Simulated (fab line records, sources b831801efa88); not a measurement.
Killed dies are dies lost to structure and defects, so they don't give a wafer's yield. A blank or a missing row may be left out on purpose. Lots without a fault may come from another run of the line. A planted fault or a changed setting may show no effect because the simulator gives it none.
Split-lot experiment | flow gf180mcu | 5 lots, 23 wafers read, on a route of 602 steps

THE SPLIT
At GF_POLY_GATE_OXIDATION_16 (stabilise 600 s, purge 300 s, target thk 4 nm), the setting temp_c was moved away from the recipe's 850 C on 20 of the 23 wafers read, by +0.4% to +0.6%. The other wafers ran this setting at the recipe's value.

The reading is taken at the split's own step.

THE READING
SiO2_of_POLY_GATE_OXIDATION_16.thk_nm (the simulator's own value, which no gauge read), in nm, at GF_POLY_GATE_OXIDATION_16 (stabilise 600 s, purge 300 s, target thk 4 nm). The file gives no usual value for it. The 3 wafers here that ran the recipe average 3.948 nm, standard deviation 0.032 nm.

wafer  | tool, chamber at the split | temp_c as run, C | against the recipe | SiO2_of_POLY_GATE_OXIDATION_16.thk_nm, nm | against lot-mates on the recipe
L074.1 | -, -                       | 855.5            | +0.6%              | 4.251                                     | no lot-mate on the recipe
L074.2 | -, -                       | 855.5            | +0.6%              | 4.302                                     | no lot-mate on the recipe
L074.3 | -, -                       | 855.5            | +0.6%              | 4.203                                     | no lot-mate on the recipe
L074.4 | -, -                       | 855.5            | +0.6%              | 4.298                                     | no lot-mate on the recipe
L074.5 | -, -                       | 855.5            | +0.6%              | 4.249                                     | no lot-mate on the recipe
L076.1 | -, -                       | 853              | +0.4%              | 4.138                                     | no lot-mate on the recipe
L076.3 | -, -                       | 853              | +0.4%              | 4.085                                     | no lot-mate on the recipe
L076.4 | -, -                       | 853              | +0.4%              | 4.149                                     | no lot-mate on the recipe
L076.5 | -, -                       | 853              | +0.4%              | 4.212                                     | no lot-mate on the recipe
L076.6 | -, -                       | 853              | +0.4%              | 4.177                                     | no lot-mate on the recipe
L079.1 | furnace-01, 0              | 850              | recipe             | 3.938                                     | -
L079.4 | furnace-01, 0              | 850              | recipe             | 3.915                                     | -
L079.5 | furnace-01, 0              | 850              | recipe             | 3.992                                     | -
L080.1 | -, -                       | 855              | +0.6%              | 4.253                                     | no lot-mate on the recipe
L080.2 | -, -                       | 855              | +0.6%              | 4.277                                     | no lot-mate on the recipe
L080.3 | -, -                       | 855              | +0.6%              | 4.238                                     | no lot-mate on the recipe
L080.5 | -, -                       | 855              | +0.6%              | 4.196                                     | no lot-mate on the recipe
L080.6 | -, -                       | 855              | +0.6%              | 4.167                                     | no lot-mate on the recipe
L083.2 | -, -                       | 854.5            | +0.5%              | 4.287                                     | no lot-mate on the recipe
L083.3 | -, -                       | 854.5            | +0.5%              | 4.277                                     | no lot-mate on the recipe
L083.4 | -, -                       | 854.5            | +0.5%              | 4.314                                     | no lot-mate on the recipe
L083.5 | -, -                       | 854.5            | +0.5%              | 4.234                                     | no lot-mate on the recipe
L083.6 | -, -                       | 854.5            | +0.5%              | 4.249                                     | no lot-mate on the recipe

THE FIT
A straight line over all 23 wafers: SiO2_of_POLY_GATE_OXIDATION_16.thk_nm changes by +0.484 nm for each +1% of temp_c; r = +0.91; the points scatter about the line by 0.049 nm.
Too few moved wafers have a lot-mate on the recipe to fit a line with each lot's own level taken away.

THE FILE'S OWN FIT
SiO2_of_POLY_GATE_OXIDATION_16.thk_nm changes by +0.485 nm for each +1% of temp_c, r = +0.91.
